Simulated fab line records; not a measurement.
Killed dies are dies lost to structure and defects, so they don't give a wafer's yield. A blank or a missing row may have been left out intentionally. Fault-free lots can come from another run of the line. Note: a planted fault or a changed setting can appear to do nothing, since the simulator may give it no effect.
Which tool was responsible?	flow gf180mcu	14 lots with 42 wafers sampled at 4 steps, on a route of 602 steps

## WHAT THE GAUGES SHOWED, per wafer
GF_TOP_METAL_CD_MEAS_14 targets a cd of 440 nm.
lot	measured	on	cd nm (nm)
L346	day 28 18:46	cd sem-02	438.8 440.0 438.9
L347	day 28 22:29	cd sem-01	444.3 442.2 442.0
L348	day 29 10:50	cd sem-02	443.1 441.2 441.6
L350	day 29 19:37	cd sem-02	440.7 440.6 440.0
L351	day 30 12:55	cd sem-02	438.8 438.7 438.2
L352	day 30 13:54	cd sem-01	445.8 444.1 443.7
L353	day 30 17:11	cd sem-02	441.6 438.3 442.7
L356	day 31 16:16	cd sem-02	438.6 439.6 438.6
L358	day 32 08:05	cd sem-02	442.7 442.8 442.4
L359	day 32 12:53	cd sem-01	441.5 442.2 444.0
L361	day 33 00:48	cd sem-01	440.0 437.3 441.7
L363	day 33 08:01	cd sem-01	443.2 443.1 440.3
L365	day 33 21:25	cd sem-01	438.8 437.3 438.8
L367	day 34 07:26	cd sem-01	439.2 438.6 440.3

GF_TOP_METAL_OVL_MEAS_15.
lot	measured	on	TOP_METAL_OVL (nm)
L346	day 28 18:52	overlay-02	0.0 -0.5 0.1
L347	day 28 22:37	overlay-01	-0.7 -0.9 -1.1
L348	day 29 10:57	overlay-02	-1.2 -0.3 -0.3
L350	day 29 19:44	overlay-01	0.6 0.8 -2.1
L351	day 30 13:01	overlay-01	1.1 0.8 0.9
L352	day 30 14:01	overlay-02	1.2 -1.8 -0.4
L353	day 30 17:19	overlay-01	-0.7 -0.4 -1.9
L356	day 31 16:23	overlay-01	-1.3 -1.9 -1.6
L358	day 32 08:12	overlay-02	-0.7 -0.6 -0.4
L359	day 32 13:00	overlay-02	0.1 0.2 -2.2
L361	day 33 00:55	overlay-02	0.4 0.9 1.8
L363	day 33 08:06	overlay-02	-1.3 -1.3 -0.7
L365	day 33 21:32	overlay-01	0.5 1.5 -0.1
L367	day 34 07:33	overlay-02	0.2 -0.3 2.8

GF_PASSIVATION_BOW_MEAS_14.
lot	measured	on	PASSIVATION_BOW (um)
L346	day 29 16:47	film metro-03	141 156 150
L347	day 29 20:35	film metro-01	154 155 161
L348	day 30 08:49	film metro-03	129 123 130
L350	day 30 17:29	film metro-02	136 144 141
L351	day 31 09:26	film metro-03	132 125 148
L352	day 31 10:22	film metro-01	128 139 121
L353	day 31 14:17	film metro-03	141 151 145
L356	day 32 12:02	film metro-02	130 120 132
L358	day 33 02:01	film metro-01	130 129 125
L359	day 33 08:00	film metro-01	144 134 124
L361	day 33 17:49	film metro-02	149 134 152
L363	day 34 01:54	film metro-02	152 151 149
L365	day 34 14:56	film metro-02	144 142 147
L367	day 35 00:59	film metro-01	124 138 119

## EACH LOT AND THE TOOL THAT RAN IT (in order: tool; ch and the chambers of the sampled wafers; start)
lot	GF_PASSIVATION_ETCH_11
L346	rie diel-04 ch 1,2,3, day 29 14:55
L347	rie diel-04 ch 0,1, day 29 18:44
L348	rie diel-04 ch 0,1,3, day 30 06:58
L350	rie diel-04 ch 0,2,3, day 30 15:39
L351	rie diel-04 ch 0,2,3, day 31 07:33
L352	rie diel-02 ch 1,2, day 31 08:30
L353	rie diel-04 ch 1,2, day 31 12:26
L356	rie diel-02 ch 0,2,3, day 32 10:12
L358	rie diel-04 ch 2,3, day 33 00:09
L359	rie diel-04 ch 1,2,3, day 33 06:08
L361	rie diel-02 ch 2,3, day 33 15:57
L363	rie diel-02 ch 0,1, day 34 00:01
L365	rie diel-02 ch 0,1,2, day 34 13:05
L367	rie diel-02 ch 0,1,3, day 34 23:08
- GF_PASSIVATION_ETCH_11: etches the open film in CF4/O2, stops on TiN, target depth 1800 nm, time 400 s.

## AS READ BY THE TOOLS THEMSELVES (means over the sampled wafers that have a number; for cases with no such wafer, the mark the record gives instead)
GF_PASSIVATION_ETCH_11.
lot	tool	drypump motor current A (A)	oes product au (a.u.)	throttle valve pct (%)
L346	rie diel-04	5.4	0.958	5.961
L347	rie diel-04	5.7	0.970	5.964
L348	rie diel-04	5.3	0.963	5.961
L350	rie diel-04	5.3	0.970	5.960
L351	rie diel-04	5.3	0.967	5.967
L352	rie diel-02	5.5	0.966	5.960
L353	rie diel-04	5.8	0.965	5.969
L356	rie diel-02	5.8	0.964	5.963
L358	rie diel-04	5.0	0.967	5.966
L359	rie diel-04	5.4	0.961	5.953
L361	rie diel-02	6.1	0.967	5.957
L363	rie diel-02	5.6	0.966	5.964
L365	rie diel-02	5.5	0.961	5.966
L367	rie diel-02	5.9	0.961	5.962

## THE ANSWER, worked out from the rows above alone
Rule: the lots themselves supply what counts as usual. Put in order of their means at a reading, lots are off if they are a third of the lots or fewer, leave a main group of 4 or more, and stand apart from it by a gap of 3 or more times the standard deviation of the main group's means; of several such gaps the widest counts. The tables above print the reading to a certain number of digits; a main group whose means all agree to those digits is not used. Also off: a lot with no number at a reading for which 4 or more lots have one. Where the step has rows for the other lots, those lots are counted as sound. After the gauges, taken in route order, come the tools' own readings; for these a lot's mean is taken, as printed above. At the first step where some lot is off, the reading lying furthest off is the one used; lots without a number count as furthest.
No lot is off at any reading shown: from this, nothing can be told.

## WHAT HAD BEEN PUT IN BY THE SIMULATOR
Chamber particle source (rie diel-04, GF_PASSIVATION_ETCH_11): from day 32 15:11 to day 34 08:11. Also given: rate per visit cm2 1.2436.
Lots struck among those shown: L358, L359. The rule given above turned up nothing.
